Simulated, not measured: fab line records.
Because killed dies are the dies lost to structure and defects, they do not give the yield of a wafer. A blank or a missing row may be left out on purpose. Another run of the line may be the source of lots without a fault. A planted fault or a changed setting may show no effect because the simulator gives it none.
fab line records    flow sky130    part 1 of 2: steps 1 to 42 of 43
record lots=6  wafers=18  lastDay=50
route steps=708 shown LDD_LDN@294 SPACER@304 POLY_CUT@307 SD_P@320 RES_XHIGH@332 PAD_OPEN@708
lots with no fault: from the same line, run without faults
startH: hours from the record's opening day to when the first of the lot's shown wafers began    waitH: hours since the lot's step before    " unchanged from the row above    L1.1+2: a row that stands for several wafers    - no value, or no start given    * or withheld: withheld    < > ~ a bound
route shown NAME@n: a module of which the file shows steps, and the number in the route of the first    usual: average and standard deviation across the fault-free wafers    same: alike in all rows    chamber/n: place in a boat    sites: readings site by site    _std_site: standard deviation of those values    _edge_site: inner sites' mean taken away from outer sites' mean    radiusMm: for every site, how far away it sits from the centre of the wafer    mask NAME#n: copy n    behind: the most recent tool/chamber to have shaped the wafer    hold: what put the lot on hold/how long, in hours/how the hold closed    device: whichever transistor did not switch (one of n, p or np)    end of line: tests run on the same wafers once the route is complete    a step with no rows: only its recipe    killed: dies that structure and defects cost at the first sort, which is not the same as the wafer's yield    map: a wafer's dies, x killed, . not, _ none there
set.NAME: the setting that was run; set.NAME@STEP: the one run at that earlier step    model.NAME: the simulator's own value behind a step, which no gauge read
certain route steps with their lots: each step a table, each wafer a row
services: when a tool's chamber went out of use (startH, in hours from the record's first day, below 0 if earlier), for how many hours, and the reason
## steps
# step SKY_LDD_LDN_PEB_05
# recipe tempC=withheld  timeS=*  resist=NOVOLAK
# step SKY_LDD_LDN_DEVELOP_06
# recipe resist=NOVOLAK  developer=TMAH  developTimeS=60  devTempC=23
# step SKY_LDD_LDN_OVL_MEAS_07
# usual LDD_LDN_OVL=0.6/1.6
lot.wafer  tool        chamber  startH  waitH  LDD_LDN_OVL[nm]
L591.2     overlay-01  -        521.67  0.1    0.4
L591.3     "           -        "       "      1.1
L591.4     "           -        "       "      2.4
L594.1     overlay-01  -        544.95  0.1    -0.4
L594.3     "           -        "       "      0.9
L594.6     "           -        "       "      -2.3
L603.1     overlay-02  -        630.06  0.1    -0.9
L603.4     "           -        "       "      1.9
L603.5     "           -        "       "      3.1
L604.1     overlay-02  -        639.35  0.1    3.2
L604.3     "           -        "       "      1.1
L604.4     "           -        "       "      1.9
L606.1     overlay-01  -        694.90  0.1    1.0
L606.4     "           -        "       "      1.8
L606.6     "           -        "       "      1.4
L613.1     overlay-01  -        705.95  0.1    0.8
L613.4     "           -        "       "      2.0
L613.6     "           -        "       "      2.9
# step SKY_LDD_LDN_IMPLANT_08
# recipe species=As  energyKev=15  doseCm2=1.25e+13  tiltDeg=withheld  rotationDeg=23
# step SKY_LDD_LDN_IMPLANT_09
# recipe species=As  energyKev=15  doseCm2=1.25e+13  tiltDeg=withheld  rotationDeg=113
# step SKY_LDD_LDN_IMPLANT_10
# recipe species=As  energyKev=15  doseCm2=1.25e+13  tiltDeg=withheld  rotationDeg=203
# step SKY_LDD_LDN_IMPLANT_11
# recipe species=As  energyKev=15  doseCm2=1.25e+13  tiltDeg=withheld  rotationDeg=293
# step SKY_LDD_LDN_STRIP_12
# recipe chemistry=O2/N2  powerW=1400  pressureMtorr=1500  platenTempC=withheld  o2FlowSccm=3000  n2FlowSccm=300  overashFraction=0.5
# usual drypumpMotorCurrentA=5.46/0.19  oesProductAu=0.716/0.004  stripTimeToEndpointS=14.20/0.042
lot.wafer  tool            chamber  startH  waitH  drypumpMotorCurrentA  oesProductAu  rfHoursCounterH  stripTimeToEndpointS
L591.2     plasmaAsher-02  1        522.30  0.1    5.56                  0.719         70               14.28
L591.3     "               1        "       "      5.54                  0.715         -                14.25
L591.4     "               0        "       "      5.82                  0.719         -                14.26
L594.1     plasmaAsher-04  1        545.59  0.1    5.45                  0.721         42               14.19
L594.3     "               1        "       "      5.42                  0.717         -                14.18
L594.6     "               0        "       "      5.59                  0.712         -                14.15
L603.1     plasmaAsher-01  1        630.70  0.1    5.36                  0.720         20               14.18
L603.4     "               0        "       "      5.26                  0.714         -                14.19
L603.5     "               1        "       "      5.36                  0.716         -                14.22
L604.1     plasmaAsher-01  0        639.99  0.1    5.24                  0.721         20               14.21
L604.3     "               0        "       "      5.26                  0.715         -                14.28
L604.4     "               1        "       "      5.32                  0.717         -                14.27
L606.1     plasmaAsher-02  0        696.05  0.1    5.80                  0.722         86               14.17
L606.4     "               1        "       "      5.55                  0.718         -                14.20
L606.6     "               0        "       "      5.84                  0.711         -                14.18
L613.1     plasmaAsher-01  1        706.59  0.1    5.35                  0.722         27               14.16
L613.4     "               1        "       "      5.32                  0.708         -                14.19
L613.6     "               1        "       "      5.33                  0.718         -                14.15
# step SKY_LDD_LDN_TW_MEAS_13
# usual LDD_LDN_TW=1478/12
lot.wafer  tool          chamber  startH  waitH  LDD_LDN_TW
L591.2     filmMetro-02  -        522.41  0.1    1470
L591.3     "             -        "       "      1470
L591.4     "             -        "       "      1472
L594.1     filmMetro-03  -        545.69  0.1    1486
L594.3     "             -        "       "      1488
L594.6     "             -        "       "      1483
L603.1     filmMetro-01  -        630.80  0.1    1469
L603.4     "             -        "       "      1472
L603.5     "             -        "       "      1471
L604.1     filmMetro-01  -        640.09  0.1    1477
L604.3     "             -        "       "      1466
L604.4     "             -        "       "      1475
L606.1     filmMetro-02  -        696.15  0.1    1470
L606.4     "             -        "       "      1464
L606.6     "             -        "       "      1470
L613.1     filmMetro-01  -        706.69  0.1    1473
L613.4     "             -        "       "      1468
L613.6     "             -        "       "      1466
# step SKY_LDD_LDN_CLEAN_14
# recipe chemistry=SC1/SC2  mix=1:4:20  tempC=70  timeS=150  dry=n2Spin
# step SKY_SPACER_CVD_00
# recipe material=Si3N4  precursor=DCS/NH3  targetThkNm=43.1  tempC=770  timeS=740  pressureMtorr=250
# step SKY_SPACER_THK_MEAS_01
# recipe reads=Si3N4_of_SPACER_CVD_00
# usual SPACER_CVD_00_THK=43.2/0.39
lot.wafer  tool          chamber  startH  waitH  SPACER_CVD_00_THK[nm]
L591.2     filmMetro-02  -        523.72  0.0    43.7
L591.3     "             -        "       "      43.4
L591.4     "             -        "       "      43.4
L594.1     filmMetro-02  -        547.89  0.0    43.4
L594.3     "             -        "       "      43.7
L594.6     "             -        "       "      43.4
L603.1     filmMetro-01  -        632.69  0.0    43.0
L603.4     "             -        "       "      43.3
L603.5     "             -        "       "      43.4
L604.1     filmMetro-04  -        641.40  0.0    43.0
L604.3     "             -        "       "      42.6
L604.4     "             -        "       "      42.8
L606.1     filmMetro-02  -        697.46  0.0    42.6
L606.4     "             -        "       "      42.2
L606.6     "             -        "       "      42.3
L613.1     filmMetro-02  -        708.00  0.0    43.3
L613.4     "             -        "       "      43.4
L613.6     "             -        "       "      43.3
# step SKY_SPACER_ETCHBACK_02
# recipe chemistry=CH3F/O2  target=Si3N4  stopOn=SiO2  sourceW=400  biasW=80  pressureMtorr=25  ch3fFlowSccm=40  O2_flow_sccm=30  timeS=46.7  targetDepthA=450
# usual drypumpMotorCurrentA=5.6/0.48  oesProductAu=0.857/0.0058  throttleValvePct=10.563/0.0097
lot.wafer  tool        chamber  startH  waitH  drypumpMotorCurrentA  oesProductAu  rfHoursCounterH  throttleValvePct
L591.2     rieDiel-01  0        523.77  0.0    6.1                   0.857         38               10.572
L591.3     "           2        "       "      4.8                   0.867         10               10.574
L591.4     "           3        "       "      5.8                   0.853         5                10.553
L594.1     rieDiel-03  0        547.95  0.1    5.6                   0.858         2                10.571
L594.3     "           1        "       "      5.6                   0.867         27               10.561
L594.6     "           1        "       "      5.6                   0.861         -                10.571
L603.1     rieDiel-03  0        632.75  0.1    5.6                   0.855         3                10.560
L603.4     "           1        "       "      5.5                   0.850         29               10.543
L603.5     "           3        "       "      5.4                   0.859         -                10.559
L604.1     rieDiel-03  3        641.46  0.1    5.4                   0.857         14               10.558
L604.3     "           2        "       "      6.4                   0.852         1                10.555
L604.4     "           1        "       "      5.6                   0.846         29               10.578
L606.1     rieDiel-03  1        697.52  0.1    5.6                   0.852         29               10.547
L606.4     "           2        "       "      6.4                   0.846         3                10.566
L606.6     "           2        "       "      6.4                   0.843         -                10.572
L613.1     rieDiel-01  2        708.06  0.1    4.9                   0.858         14               10.566
L613.4     "           3        "       "      5.9                   0.864         9                10.565
L613.6     "           0        "       "      6.1                   0.862         -                10.568
# step SKY_POLY_CUT_DEHYDRATE_00
# recipe tempC=200  timeS=60
# step SKY_POLY_CUT_HMDS_01
# recipe primeTimeS=60  primeTempC=120
# step SKY_POLY_CUT_COAT_02
# recipe resist=BARC  tempC=withheld  timeS=withheld  spinRpm=3000  resistThkNm=60
# step SKY_POLY_CUT_COAT_03
# recipe resist=KrF-thick  spinRpm=3000  resistThkNm=450
# step SKY_POLY_CUT_SOFTBAKE_04
# recipe tempC=100  timeS=90  resist=KrF-thick
# step SKY_POLY_CUT_EXPOSE_05
# recipe maskId=NPCM  na=0.8  sourceShape=annular  sigmaInner=0.55  sigmaOuter=0.85  targetCdNm=270  doseMj=32
# step SKY_POLY_CUT_PEB_06
# recipe pebTempC=withheld  pebTimeS=withheld  resist=KrF-thick
# step SKY_POLY_CUT_DEVELOP_07
# recipe developTimeS=60  resist=KrF-thick  devTempC=21
# step SKY_POLY_CUT_CD_MEAS_08
# recipe targetCdNm=270
# usual cdNm=270.5/1.5
lot.wafer  tool      chamber  startH  waitH  cdNm
L591.2     cdSem-02  -        554.08  -      270.8
L591.3     "         -        "       "      269.7
L591.4     "         -        "       "      270.6
L594.1     cdSem-01  -        577.96  -      271.1
L594.3     "         -        "       "      272.2
L594.6     "         -        "       "      271.3
L603.1     cdSem-01  -        661.16  -      272.4
L603.4     "         -        "       "      272.4
L603.5     "         -        "       "      272.6
L604.1     cdSem-02  -        670.11  -      271.9
L604.3     "         -        "       "      272.2
L604.4     "         -        "       "      272.3
L606.1     cdSem-02  -        724.86  -      269.2
L606.4     "         -        "       "      271.2
L606.6     "         -        "       "      270.1
L613.1     cdSem-01  -        735.41  -      270.1
L613.4     "         -        "       "      269.0
L613.6     "         -        "       "      269.1
# step SKY_POLY_CUT_OVL_MEAS_09
# usual POLY_CUT_OVL=2/4.8
lot.wafer  tool        chamber  startH  waitH  POLY_CUT_OVL[nm]
L591.2     overlay-01  -        554.18  0.1    -1
L591.3     "           -        "       "      -4
L591.4     "           -        "       "      6
L594.1     overlay-01  -        578.08  0.1    7
L594.3     "           -        "       "      -5
L594.6     "           -        "       "      -1
L603.1     overlay-02  -        661.28  0.1    -5
L603.4     "           -        "       "      -1
L603.5     "           -        "       "      -3
L604.1     overlay-01  -        670.23  0.1    9
L604.3     "           -        "       "      2
L604.4     "           -        "       "      -1
L606.1     overlay-01  -        724.98  0.1    -6
L606.4     "           -        "       "      -4
L606.6     "           -        "       "      10
L613.1     overlay-01  -        735.53  0.1    3
L613.4     "           -        "       "      7
L613.6     "           -        "       "      4
# step SKY_POLY_CUT_ETCH_10
# recipe chemistry=N2/H2  target=BARC  ionEnergyEv=200  sourceW=500  biasW=100  pressureMtorr=30  n2FlowSccm=100  h2FlowSccm=200  stopOn=SiO2  timeS=45.9  targetDepthA=600
# usual drypumpMotorCurrentA=5.8/0.31  oesProductAu=0.855/0.005  throttleValvePct=13.224/0.0086
lot.wafer  tool        chamber  startH  waitH  drypumpMotorCurrentA  oesProductAu  rfHoursCounterH  throttleValvePct
L591.2     rieDiel-03  0        554.21  0.0    5.7                   0.863         2                13.210
L591.3     "           2        "       "      6.4                   0.853         76               13.231
L591.4     "           1        "       "      5.6                   0.862         27               13.219
L594.1     rieDiel-03  1        578.11  0.0    5.6                   0.856         28               13.218
L594.3     "           1        "       "      5.6                   0.853         -                13.218
L594.6     "           1        "       "      5.6                   0.856         -                13.213
L603.1     rieDiel-04  3        661.31  0.0    5.8                   0.861         16               13.234
L603.4     "           0        "       "      5.5                   0.855         3                13.222
L603.5     "           2        "       "      6.1                   0.855         -                13.220
L604.1     rieDiel-04  0        670.27  0.0    5.4                   0.867         3                13.202
L604.3     "           1        "       "      5.9                   0.849         6                13.241
L604.4     "           3        "       "      5.9                   0.860         16               13.203
L606.1     rieDiel-03  0        725.02  0.0    5.7                   0.857         5                13.222
L606.4     "           1        "       "      5.6                   0.866         30               13.224
L606.6     "           2        "       "      6.4                   0.856         -                13.225
L613.1     rieDiel-03  1        735.57  0.0    5.6                   0.854         30               13.217
L613.4     "           3        "       "      5.4                   0.857         16               13.229
L613.6     "           0        "       "      5.7                   0.857         -                13.242
# step SKY_POLY_CUT_ETCH_11
# recipe target=Si3N4  chemistry=CF4/CH2F2/Ar  stopOn=poly-Si  sourceW=600  biasW=150  pressureMtorr=40  cf4FlowSccm=40  ch2f2FlowSccm=20  Ar_flow_sccm=150  timeS=42.5  targetDepthA=600
# usual drypumpMotorCurrentA=5.8/0.31  oesProductAu=0.831/0.0062  throttleValvePct=14.993/0.0087
lot.wafer  tool        chamber  startH  waitH  drypumpMotorCurrentA  oesProductAu  rfHoursCounterH  throttleValvePct
L591.2     rieDiel-03  0        554.26  0.0    5.7                   0.838         2                14.992
L591.3     "           2        "       "      6.4                   0.837         76               14.995
L591.4     "           1        "       "      5.6                   0.840         27               14.984
L594.1     rieDiel-03  1        578.24  0.1    5.6                   0.820         28               14.989
L594.3     "           1        "       "      5.6                   0.819         -                14.999
L594.6     "           1        "       "      5.6                   0.829         -                14.978
L603.1     rieDiel-04  3        661.36  0.0    5.8                   0.826         16               14.999
L603.4     "           0        "       "      5.4                   0.832         3                14.987
L603.5     "           2        "       "      6.2                   0.823         -                15.001
L604.1     rieDiel-04  0        670.31  0.0    5.5                   0.836         3                14.985
L604.3     "           1        "       "      5.9                   0.829         6                15.002
L604.4     "           3        "       "      5.8                   0.837         16               15.003
L606.1     rieDiel-03  0        725.06  0.0    5.6                   0.817         5                14.986
L606.4     "           1        "       "      5.6                   0.838         30               14.985
L606.6     "           2        "       "      6.4                   0.839         -                15.000
L613.1     rieDiel-03  1        735.61  0.0    5.6                   0.830         30               14.986
L613.4     "           3        "       "      5.4                   0.832         16               14.997
L613.6     "           0        "       "      5.7                   0.828         -                14.995
# step SKY_POLY_CUT_STRIP_12
# recipe chemistry=O2/N2  powerW=1400  pressureMtorr=1500  platenTempC=withheld  o2FlowSccm=3000  n2FlowSccm=300  overashFraction=0.5
# usual drypumpMotorCurrentA=5.37/0.28  oesProductAu=0.452/0.0049  stripTimeToEndpointS=5.348/0.021
lot.wafer  tool            chamber  startH  waitH  drypumpMotorCurrentA  oesProductAu  rfHoursCounterH  stripTimeToEndpointS
L591.2     plasmaAsher-01  0        554.30  0.0    5.27                  0.447         12               5.316
L591.3     "               1        "       "      5.39                  0.449         -                5.341
L591.4     "               0        "       "      5.28                  0.448         -                5.312
L594.1     plasmaAsher-03  1        578.36  0.1    5.86                  0.450         90               5.356
L594.3     "               1        "       "      5.86                  0.460         -                5.359
L594.6     "               0        "       "      4.85                  0.450         -                5.339
L603.1     plasmaAsher-04  0        661.40  0.0    5.61                  0.458         54               5.335
L603.4     "               1        "       "      5.40                  0.440         -                5.324
L603.5     "               0        "       "      5.59                  0.458         -                5.331
L604.1     plasmaAsher-04  0        670.35  0.0    5.60                  0.456         55               5.336
L604.3     "               1        "       "      5.45                  0.458         -                5.362
L604.4     "               0        "       "      5.63                  0.448         -                5.339
L606.1     plasmaAsher-01  1        725.10  0.0    5.35                  0.452         29               5.383
L606.4     "               1        "       "      5.32                  0.447         -                5.367
L606.6     "               1        "       "      5.33                  0.445         -                5.397
L613.1     plasmaAsher-04  0        735.65  0.0    5.57                  0.449         60               5.333
L613.4     "               0        "       "      5.63                  0.447         -                5.371
L613.6     "               1        "       "      5.40                  0.457         -                5.369
# step SKY_SD_P_DEHYDRATE_00
# recipe tempC=200  timeS=60
# step SKY_SD_P_HMDS_01
# recipe primeTimeS=60  primeTempC=120
# step SKY_SD_P_COAT_02
# recipe resist=NOVOLAK  spinRpm=3000  resistThkNm=1140
# step SKY_SD_P_SOFTBAKE_03
# recipe tempC=90  timeS=60  resist=NOVOLAK
# step SKY_SD_P_EXPOSE_04
# recipe maskId=PSDM  na=0.6  sourceShape=conventional  sigmaOuter=0.6  polarization=unpolarized  targetCdNm=380  doseMj=138
# step SKY_SD_P_PEB_05
# recipe tempC=withheld  timeS=*  resist=NOVOLAK
# step SKY_SD_P_DEVELOP_06
# recipe resist=NOVOLAK  developer=TMAH  developTimeS=60  devTempC=23
# step SKY_SD_P_CD_MEAS_07
# recipe targetCdNm=380
# usual cdNm=380/3.1
lot.wafer  tool      chamber  startH  waitH  cdNm
L591.2     cdSem-02  -        583.58  0.1    377
L591.3     "         -        "       "      376
L591.4     "         -        "       "      376
L594.1     cdSem-02  -        607.11  0.1    381
L594.3     "         -        "       "      380
L594.6     "         -        "       "      380
L603.1     cdSem-02  -        688.75  0.1    383
L603.4     "         -        "       "      384
L603.5     "         -        "       "      383
L604.1     cdSem-02  -        697.70  0.1    381
L604.3     "         -        "       "      381
L604.4     "         -        "       "      385
L606.1     cdSem-02  -        751.46  0.1    376
L606.4     "         -        "       "      376
L606.6     "         -        "       "      378
L613.1     cdSem-02  -        762.31  0.1    383
L613.4     "         -        "       "      383
L613.6     "         -        "       "      382
# step SKY_SD_P_OVL_MEAS_08
# usual SD_P_OVL=0.5/1.4
lot.wafer  tool        chamber  startH  waitH  SD_P_OVL[nm]
L591.2     overlay-01  -        583.69  0.1    2.5
L591.3     "           -        "       "      2.3
L591.4     "           -        "       "      2.4
L594.1     overlay-02  -        607.23  0.1    -1.2
L594.3     "           -        "       "      0.0
L594.6     "           -        "       "      -0.1
L603.1     overlay-02  -        688.87  0.1    1.3
L603.4     "           -        "       "      1.4
L603.5     "           -        "       "      1.5
L604.1     overlay-01  -        697.82  0.1    2.3
L604.3     "           -        "       "      0.8
L604.4     "           -        "       "      0.1
L606.1     overlay-01  -        751.58  0.1    -1.2
L606.4     "           -        "       "      0.2
L606.6     "           -        "       "      -0.9
L613.1     overlay-02  -        762.43  0.1    -0.4
L613.4     "           -        "       "      -0.6
L613.6     "           -        "       "      -1.5
# step SKY_SD_P_IMPLANT_09
# recipe species=BF2  energyKev=20  doseCm2=3e+15  tiltDeg=0
# step SKY_SD_P_STRIP_10
# recipe chemistry=O2/N2  powerW=1400  pressureMtorr=1500  platenTempC=withheld  o2FlowSccm=3000  n2FlowSccm=300  overashFraction=0.5
# usual drypumpMotorCurrentA=5.5/0.36  oesProductAu=0.618/0.0044  stripTimeToEndpointS=17.50/0.041
lot.wafer  tool            chamber  startH  waitH  drypumpMotorCurrentA  oesProductAu  rfHoursCounterH  stripTimeToEndpointS
L591.2     plasmaAsher-04  1        583.87  0.1    5.4                   0.615         47               17.58
L591.3     "               1        "       "      5.4                   0.624         -                17.55
L591.4     "               0        "       "      5.6                   0.628         -                17.56
L594.1     plasmaAsher-02  1        607.42  0.1    5.5                   0.623         78               17.51
L594.3     "               1        "       "      5.5                   0.617         -                17.49
L594.6     "               1        "       "      5.5                   0.612         -                17.49
L603.1     plasmaAsher-03  1        689.06  0.1    5.8                   0.616         100              17.49
L603.4     "               0        "       "      4.8                   0.603         -                17.49
L603.5     "               1        "       "      5.8                   0.615         -                17.52
L604.1     plasmaAsher-03  1        698.01  0.1    5.9                   0.619         101              17.46
L604.3     "               0        "       "      4.8                   0.625         -                17.50
L604.4     "               1        "       "      5.8                   0.614         -                17.49
L606.1     plasmaAsher-04  0        751.77  0.1    5.6                   0.626         62               17.50
L606.4     "               1        "       "      5.4                   0.616         -                17.51
L606.6     "               0        "       "      5.6                   0.612         -                17.48
L613.1     plasmaAsher-04  1        762.62  0.1    5.4                   0.615         63               17.49
L613.4     "               0        "       "      5.6                   0.616         -                17.49
L613.6     "               0        "       "      5.6                   0.617         -                17.48
# step SKY_SD_P_TW_MEAS_11
# usual SD_P_TW=2837/26
lot.wafer  tool          chamber  startH  waitH  SD_P_TW
L591.2     filmMetro-04  -        583.98  0.1    2832
L591.3     "             -        "       "      2827
L591.4     "             -        "       "      2833
L594.1     filmMetro-04  -        607.52  0.1    2842
L594.3     "             -        "       "      2853
L594.6     "             -        "       "      2825
L603.1     filmMetro-04  -        689.16  0.1    2844
L603.4     "             -        "       "      2820
L603.5     "             -        "       "      2836
L604.1     filmMetro-03  -        698.11  0.1    2878
L604.3     "             -        "       "      2856
L604.4     "             -        "       "      2864
L606.1     filmMetro-03  -        751.87  0.1    2849
L606.4     "             -        "       "      2841
L606.6     "             -        "       "      2854
L613.1     filmMetro-04  -        762.72  0.1    2855
L613.4     "             -        "       "      2876
L613.6     "             -        "       "      2856
# step SKY_RES_XHIGH_DEHYDRATE_00
# recipe tempC=200  timeS=60
# step SKY_RES_XHIGH_HMDS_01
# recipe primeTimeS=60  primeTempC=120
# step SKY_RES_XHIGH_COAT_02
# recipe resist=NOVOLAK  spinRpm=3000  resistThkNm=1140
# step SKY_RES_XHIGH_SOFTBAKE_03
# recipe tempC=90  timeS=60  resist=NOVOLAK
